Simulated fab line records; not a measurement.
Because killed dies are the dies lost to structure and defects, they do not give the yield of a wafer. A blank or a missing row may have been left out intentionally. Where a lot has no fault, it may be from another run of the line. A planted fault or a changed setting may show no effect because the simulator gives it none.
Chamber matching | flow gf180mcu | GF_STI_CMP_25 on cmp-01 has 4 sister chambers
The step polishes, stops on Si3N4, t overpolish 33 s, target thk 524.6 nm. 8 wafers are shown with their chamber, then 7 later ones without.

== WAFERS WITH THEIR CHAMBER ==
wafer  | chamber | motorCurrentA (A) | slurryFlowMlMin
L196.6 | 1       | 11.6              | 149.9
L197.4 | 3       | 10.3              | 149.9
L197.6 | 0       | 11.9              | 150.0
L206.2 | 1       | 12.1              | 150.0
L206.4 | 2       | 11.9              | 150.5
L206.5 | 2       | 11.5              | 149.8
L207.1 | 3       | 10.5              | 148.5
L207.3 | 0       | 11.9              | 150.1

== WAFERS WHOSE CHAMBER IS MISSING ==
wafer  | motorCurrentA (A) | slurryFlowMlMin
L207.6 | 12.7              | 150.4
L213.1 | 12.5              | 149.7
L213.3 | 10.4              | 150.9
L213.6 | 11.8              | 149.8
L214.1 | 11.9              | 149.0
L214.4 | 11.8              | 148.9
L214.6 | 10.5              | 149.9

== CHAMBER TAKEN BY EACH ==
wafer  | from the rows above          | in truth
L207.6 | can't be placed: 0 or 1 or 2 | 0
L213.1 | can't be placed: 0 or 1 or 2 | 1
L213.3 | 3                            | 3
L213.6 | can't be placed: 1 or 0 or 2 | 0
L214.1 | can't be placed: 1 or 0 or 2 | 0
L214.4 | can't be placed: 1 or 0 or 2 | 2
L214.6 | 3                            | 3
2 of 7 placed correctly. These rows do not allow placing 5 (true chamber among the candidates in 5). Number placed wrongly: 0.
How it was worked out, from the rows above alone: a wafer's distance from a chamber is the root of the sum, over the readings, of the square of ((its reading less the chamber's mean) divided by the reading's scatter). The wafer belongs to the nearest chamber; if the next one is less than 2 further off, it can't be placed. A chamber's mean is the mean of its shown wafers. How the scatter is found: for the shown wafers, subtract from each reading the mean of its chamber, square and add these, divide the total by (wafers less chambers), then take the root.
